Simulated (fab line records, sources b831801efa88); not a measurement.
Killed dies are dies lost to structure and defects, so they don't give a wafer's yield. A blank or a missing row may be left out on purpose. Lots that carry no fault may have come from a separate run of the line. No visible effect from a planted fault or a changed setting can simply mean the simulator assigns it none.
Check for tools in common :: flow sky130 :: Sampled: 12 lots, 36 wafers

## WHAT PROMPTED THE OPENING
At SKY_GATE_OXIDE_OVL_MEAS_10 the reading GATE_OXIDE_OVL is flagged on 4 of 12 lots. Fault-free wafers read -0.2 nm, with a standard deviation of 1.4.
Rule: a lot is flagged in two cases, either no wafer of it has a number, or all its wafers with numbers fall more than 4 standard deviations from that mean. All remaining lots are regarded as sound.

lot: L692
measured: day 13 14:04
on: overlay-01
GATE_OXIDE_OVL (nm), wafer by wafer: 1.0 0.2 -1.1
flag: 

lot: L693
measured: day 14 03:40
on: overlay-02
GATE_OXIDE_OVL (nm), wafer by wafer: 0.3 0.0 0.1
flag: 

lot: L694
measured: day 14 16:21
on: overlay-02
GATE_OXIDE_OVL (nm), wafer by wafer: -162.3 -161.1 -161.5
flag: FLAGGED

lot: L696
measured: day 19 04:40
on: overlay-01
GATE_OXIDE_OVL (nm), wafer by wafer: -163.1 -160.5 -162.5
flag: FLAGGED

lot: L698
measured: day 19 04:58
on: overlay-02
GATE_OXIDE_OVL (nm), wafer by wafer: -0.3 0.2 -0.2
flag: 

lot: L697
measured: day 19 05:16
on: overlay-01
GATE_OXIDE_OVL (nm), wafer by wafer: -161.7 -163.2 -163.9
flag: FLAGGED

lot: L701
measured: day 19 05:34
on: overlay-01
GATE_OXIDE_OVL (nm), wafer by wafer: -163.7 -163.3 -163.6
flag: FLAGGED

lot: L702
measured: day 19 07:13
on: overlay-01
GATE_OXIDE_OVL (nm), wafer by wafer: 0.6 0.7 1.7
flag: 

lot: L706
measured: day 19 13:40
on: overlay-02
GATE_OXIDE_OVL (nm), wafer by wafer: 0.5 0.2 1.0
flag: 

lot: L705
measured: day 19 14:45
on: overlay-02
GATE_OXIDE_OVL (nm), wafer by wafer: 1.1 -0.1 0.5
flag: 

lot: L708
measured: day 19 16:24
on: overlay-01
GATE_OXIDE_OVL (nm), wafer by wafer: 2.6 2.2 1.0
flag: 

lot: L712
measured: day 20 11:03
on: overlay-01
GATE_OXIDE_OVL (nm), wafer by wafer: 0.2 -1.5 -1.2
flag: 
Flagged lots average -162.5 nm: -162.3 nm relative to the usual, that is -99 or more standard deviations.

## WHICH TOOL RAN EACH LOT
The record holds 2 process steps before the reading, out of a route of 708 steps. Each cell gives the tool, then ch followed by the chambers the sampled wafers passed through, then the start.
lot: L692
flag: 
SKY_VT_ADJUST_PCH_STRIP_09: plasma asher-01 ch 0,1, day 10 06:15
SKY_GATE_OXIDE_EXPOSE_07: iline stepper-02 ch 0, day 13 02:17

lot: L693
flag: 
SKY_VT_ADJUST_PCH_STRIP_09: plasma asher-03 ch 1, day 10 17:47
SKY_GATE_OXIDE_EXPOSE_07: iline stepper-02 ch 0, day 13 15:56

lot: L694
flag: FLAGGED
SKY_VT_ADJUST_PCH_STRIP_09: plasma asher-04 ch 1, day 11 08:17
SKY_GATE_OXIDE_EXPOSE_07: iline stepper-02 ch 0, day 14 04:06

lot: L696
flag: FLAGGED
SKY_VT_ADJUST_PCH_STRIP_09: plasma asher-01 ch 0,1, day 11 13:45
SKY_GATE_OXIDE_EXPOSE_07: iline stepper-02 ch 0, day 18 14:14

lot: L698
flag: 
SKY_VT_ADJUST_PCH_STRIP_09: plasma asher-03 ch 0,1, day 12 04:35
SKY_GATE_OXIDE_EXPOSE_07: iline stepper-01 ch 0, day 18 14:51

lot: L697
flag: FLAGGED
SKY_VT_ADJUST_PCH_STRIP_09: plasma asher-03 ch 0,1, day 11 20:47
SKY_GATE_OXIDE_EXPOSE_07: iline stepper-02 ch 0, day 18 15:04

lot: L701
flag: FLAGGED
SKY_VT_ADJUST_PCH_STRIP_09: plasma asher-01 ch 0,1, day 13 04:42
SKY_GATE_OXIDE_EXPOSE_07: iline stepper-02 ch 0, day 18 15:22

lot: L702
flag: 
SKY_VT_ADJUST_PCH_STRIP_09: plasma asher-01 ch 0,1, day 13 12:56
SKY_GATE_OXIDE_EXPOSE_07: iline stepper-01 ch 0, day 18 17:07

lot: L706
flag: 
SKY_VT_ADJUST_PCH_STRIP_09: plasma asher-01 ch 0,1, day 14 21:13
SKY_GATE_OXIDE_EXPOSE_07: iline stepper-01 ch 0, day 18 23:59

lot: L705
flag: 
SKY_VT_ADJUST_PCH_STRIP_09: plasma asher-01 ch 0,1, day 14 09:32
SKY_GATE_OXIDE_EXPOSE_07: iline stepper-01 ch 0, day 19 00:40

lot: L708
flag: 
SKY_VT_ADJUST_PCH_STRIP_09: plasma asher-01 ch 0,1, day 15 12:41
SKY_GATE_OXIDE_EXPOSE_07: iline stepper-01 ch 0, day 19 02:10

lot: L712
flag: 
SKY_VT_ADJUST_PCH_STRIP_09: plasma asher-04 ch 0, day 16 11:17
SKY_GATE_OXIDE_EXPOSE_07: iline stepper-01 ch 0, day 19 20:07
What the steps here do:
- SKY_VT_ADJUST_PCH_STRIP_09: strips in O2/N2.
- SKY_GATE_OXIDE_EXPOSE_07: exposes mask LVOM, target cd 600 nm.
- SKY_GATE_OXIDE_OVL_MEAS_10

## FLAGGED AGAINST TOTAL, ONE TOOL AT A TIME (gauges that did the reading follow at the end)
step: SKY_VT_ADJUST_PCH_STRIP_09
tool: plasma asher-01
lots run: 7
flagged: 2
share of the flagged lots: some
sound lots run after its first flagged lot: 4 (L702,L705,L706,L708)

step: SKY_VT_ADJUST_PCH_STRIP_09
tool: plasma asher-03
lots run: 3
flagged: 1
share of the flagged lots: some
sound lots run after its first flagged lot: 1 (L698)

step: SKY_VT_ADJUST_PCH_STRIP_09
tool: plasma asher-04
lots run: 2
flagged: 1
share of the flagged lots: some
sound lots run after its first flagged lot: 1 (L712)

step: SKY_GATE_OXIDE_EXPOSE_07
tool: iline stepper-01
lots run: 6
flagged: 0
share of the flagged lots: none
sound lots run after its first flagged lot: -

step: SKY_GATE_OXIDE_EXPOSE_07
tool: iline stepper-02
lots run: 6
flagged: 4
share of the flagged lots: all
sound lots run after its first flagged lot: 0

step: SKY_GATE_OXIDE_OVL_MEAS_10
tool: overlay-01
lots run: 7
flagged: 3
share of the flagged lots: some
sound lots run after its first flagged lot: 3 (L702,L708,L712)

step: SKY_GATE_OXIDE_OVL_MEAS_10
tool: overlay-02
lots run: 5
flagged: 1
share of the flagged lots: some
sound lots run after its first flagged lot: 3 (L698,L706,L705)

## WHAT THE TABLE ALLOWS
All flagged lots share 1 row of the table, namely iline stepper-02 at SKY_GATE_OXIDE_EXPOSE_07.
- iline stepper-02 at SKY_GATE_OXIDE_EXPOSE_07: 4 of its 6 lots flagged. Last sound lot L693 at day 13 15:56, first flagged lot L694 at day 14 04:06; a fault beginning in between fits.
Left over: one tool, iline stepper-02 at SKY_GATE_OXIDE_EXPOSE_07.

## WHAT THE SIMULATOR PUT IN
Scanner matching overlay: iline stepper-02, from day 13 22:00 on, at SKY_GATE_OXIDE_EXPOSE_07. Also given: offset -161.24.
Shown lots that were struck: L694, L696, L697, L701. The same result came from the rule above.
